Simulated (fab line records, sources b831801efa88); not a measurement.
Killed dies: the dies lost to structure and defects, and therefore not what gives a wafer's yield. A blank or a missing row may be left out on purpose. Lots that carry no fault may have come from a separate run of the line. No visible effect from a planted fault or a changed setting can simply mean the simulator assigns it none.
Lot-split experiment || flow sky130 || route with 708 steps; 5 lots, 23 wafers read

## ON THE SPLIT
At SKY_CAP2M_EXPOSE_09 (exposes mask CAP2M, target cd 1000 nm), the setting doseMj was moved away from the recipe's 159 on 4 of the 23 wafers read, by -2.3% to +2.8%. The other wafers ran this setting at the recipe's value.

## FROM THE SPLIT TO THE READING: what the file shows between them, 2 steps
- SKY_CAP2M_PEB_10
- SKY_CAP2M_DEVELOP_11: develop time 60 s

## THE READING
CAP2M.cdNm (the simulator's own value, which no gauge read), in nm, at SKY_CAP2M_METAL_ETCH_13 (etches TiN in Cl2/BCl3, stops on SiO2, target depth 220 nm, time 62.9 s). There is no usual value for it anywhere in the file. Average 999.3 nm, standard deviation 1.8 nm, over the 19 wafers here run with the recipe.

{"wafer": "L074.1", "tool, chamber at the split": "ilineStepper-01, 0", "doseMj as run": 163.5, "against the recipe": "+2.8%", "CAP2M.cdNm, nm": 988.9, "against lot-mates on the recipe": -8.4}
{"wafer": "L074.2", "tool, chamber at the split": "ilineStepper-01, 0", "doseMj as run": 159, "against the recipe": "recipe", "CAP2M.cdNm, nm": 994.7, "against lot-mates on the recipe": "-"}
{"wafer": "L074.3", "tool, chamber at the split": "ilineStepper-01, 0", "doseMj as run": 159, "against the recipe": "recipe", "CAP2M.cdNm, nm": 998.8, "against lot-mates on the recipe": "-"}
{"wafer": "L074.4", "tool, chamber at the split": "ilineStepper-01, 0", "doseMj as run": 163.5, "against the recipe": "+2.8%", "CAP2M.cdNm, nm": 986, "against lot-mates on the recipe": -11.3}
{"wafer": "L074.6", "tool, chamber at the split": "ilineStepper-01, 0", "doseMj as run": 159, "against the recipe": "recipe", "CAP2M.cdNm, nm": 998.4, "against lot-mates on the recipe": "-"}
{"wafer": "L075.1", "tool, chamber at the split": "ilineStepper-01, 0", "doseMj as run": 159, "against the recipe": "recipe", "CAP2M.cdNm, nm": 998.4, "against lot-mates on the recipe": "-"}
{"wafer": "L075.3", "tool, chamber at the split": "ilineStepper-01, 0", "doseMj as run": 159, "against the recipe": "recipe", "CAP2M.cdNm, nm": 1001, "against lot-mates on the recipe": "-"}
{"wafer": "L075.4", "tool, chamber at the split": "ilineStepper-01, 0", "doseMj as run": 159, "against the recipe": "recipe", "CAP2M.cdNm, nm": 1000, "against lot-mates on the recipe": "-"}
{"wafer": "L075.5", "tool, chamber at the split": "ilineStepper-01, 0", "doseMj as run": 159, "against the recipe": "recipe", "CAP2M.cdNm, nm": 1000, "against lot-mates on the recipe": "-"}
{"wafer": "L075.6", "tool, chamber at the split": "ilineStepper-01, 0", "doseMj as run": 159, "against the recipe": "recipe", "CAP2M.cdNm, nm": 1001, "against lot-mates on the recipe": "-"}
{"wafer": "L076.1", "tool, chamber at the split": "ilineStepper-02, 0", "doseMj as run": 155.4, "against the recipe": "-2.3%", "CAP2M.cdNm, nm": 1002, "against lot-mates on the recipe": "+4.0"}
{"wafer": "L076.2", "tool, chamber at the split": "ilineStepper-02, 0", "doseMj as run": 159, "against the recipe": "recipe", "CAP2M.cdNm, nm": 998.4, "against lot-mates on the recipe": "-"}
{"wafer": "L076.3", "tool, chamber at the split": "ilineStepper-02, 0", "doseMj as run": 159, "against the recipe": "recipe", "CAP2M.cdNm, nm": 999.3, "against lot-mates on the recipe": "-"}
{"wafer": "L076.5", "tool, chamber at the split": "ilineStepper-02, 0", "doseMj as run": 159, "against the recipe": "recipe", "CAP2M.cdNm, nm": 996.4, "against lot-mates on the recipe": "-"}
{"wafer": "L076.6", "tool, chamber at the split": "ilineStepper-02, 0", "doseMj as run": 155.4, "against the recipe": "-2.3%", "CAP2M.cdNm, nm": 1005, "against lot-mates on the recipe": "+7.0"}
{"wafer": "L077.1", "tool, chamber at the split": "ilineStepper-02, 0", "doseMj as run": 159, "against the recipe": "recipe", "CAP2M.cdNm, nm": 1001, "against lot-mates on the recipe": "-"}
{"wafer": "L077.4", "tool, chamber at the split": "ilineStepper-02, 0", "doseMj as run": 159, "against the recipe": "recipe", "CAP2M.cdNm, nm": 1001, "against lot-mates on the recipe": "-"}
{"wafer": "L077.2", "tool, chamber at the split": "ilineStepper-02, 0", "doseMj as run": 159, "against the recipe": "recipe", "CAP2M.cdNm, nm": 1001, "against lot-mates on the recipe": "-"}
{"wafer": "L077.3", "tool, chamber at the split": "ilineStepper-02, 0", "doseMj as run": 159, "against the recipe": "recipe", "CAP2M.cdNm, nm": 999.9, "against lot-mates on the recipe": "-"}
{"wafer": "L077.6", "tool, chamber at the split": "ilineStepper-02, 0", "doseMj as run": 159, "against the recipe": "recipe", "CAP2M.cdNm, nm": 999.4, "against lot-mates on the recipe": "-"}
{"wafer": "L081.1", "tool, chamber at the split": "ilineStepper-01, 0", "doseMj as run": 159, "against the recipe": "recipe", "CAP2M.cdNm, nm": 997.6, "against lot-mates on the recipe": "-"}
{"wafer": "L081.2", "tool, chamber at the split": "ilineStepper-01, 0", "doseMj as run": 159, "against the recipe": "recipe", "CAP2M.cdNm, nm": 1002, "against lot-mates on the recipe": "-"}
{"wafer": "L081.3", "tool, chamber at the split": "ilineStepper-01, 0", "doseMj as run": 159, "against the recipe": "recipe", "CAP2M.cdNm, nm": 998.3, "against lot-mates on the recipe": "-"}

FIT RESULTS
A straight line over all 23 wafers: CAP2M.cdNm changes by -3.26 nm for each +1% of doseMj; r = -0.86; the points scatter about the line by 2.1 nm.
The same after taking each lot's own level away (the mean of its wafers on the recipe; 23 wafers): -3.05 nm for each +1%; r = -0.92; scatter 1.5 nm.
That fit puts the effect of the largest move of doseMj on the reading at 8.6 nm.
Measured against the standard deviation above, the lots' own levels, which go from 997.30 to 1000.46 nm, span 1.8 times it.
The two slopes agree, so the slope changes little with the lot-to-lot level.
Check: -9.12 nm against its lot-mates is what the line predicts for one of the wafers moved furthest among these (+2.8%) when that wafer is left out of the fit. It came out at -8.4 nm against them.

## THE OTHER SPLITS THESE WAFERS WENT THROUGH
Before the reading, these wafers also passed through other splits. Each is held against what the fit with the lots' levels taken away leaves over:
{"other split on the same wafers": "SKY_VIA2_SPUTTER_20 powerW", "wafers away from the commonest value": 11, "r with CAP2M.cdNm (lot level and that fit taken away)": "+0.03"}
{"other split on the same wafers": "SKY_CAPM_COAT_07 resistThkNm", "wafers away from the commonest value": 9, "r with CAP2M.cdNm (lot level and that fit taken away)": "+0.20"}
{"other split on the same wafers": "SKY_CAPM_DEVELOP_11 devTempC", "wafers away from the commonest value": 5, "r with CAP2M.cdNm (lot level and that fit taken away)": "+0.03"}
{"other split on the same wafers": "SKY_METAL3_COAT_08 spinRpm", "wafers away from the commonest value": 8, "r with CAP2M.cdNm (lot level and that fit taken away)": "+0.08"}
{"other split on the same wafers": "SKY_VIA3_HDPCVD_00 timeS", "wafers away from the commonest value": 8, "r with CAP2M.cdNm (lot level and that fit taken away)": -0.05}
{"other split on the same wafers": "SKY_VIA3_SPUTTER_20 timeS", "wafers away from the commonest value": 9, "r with CAP2M.cdNm (lot level and that fit taken away)": -0.03}
{"other split on the same wafers": "SKY_CAP2M_SOFTBAKE_08 tempC", "wafers away from the commonest value": 6, "r with CAP2M.cdNm (lot level and that fit taken away)": -0.48}

## FILE'S OWN FIT
CAP2M.cdNm changes by -3.03 nm for each +1% of doseMj, r = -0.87.
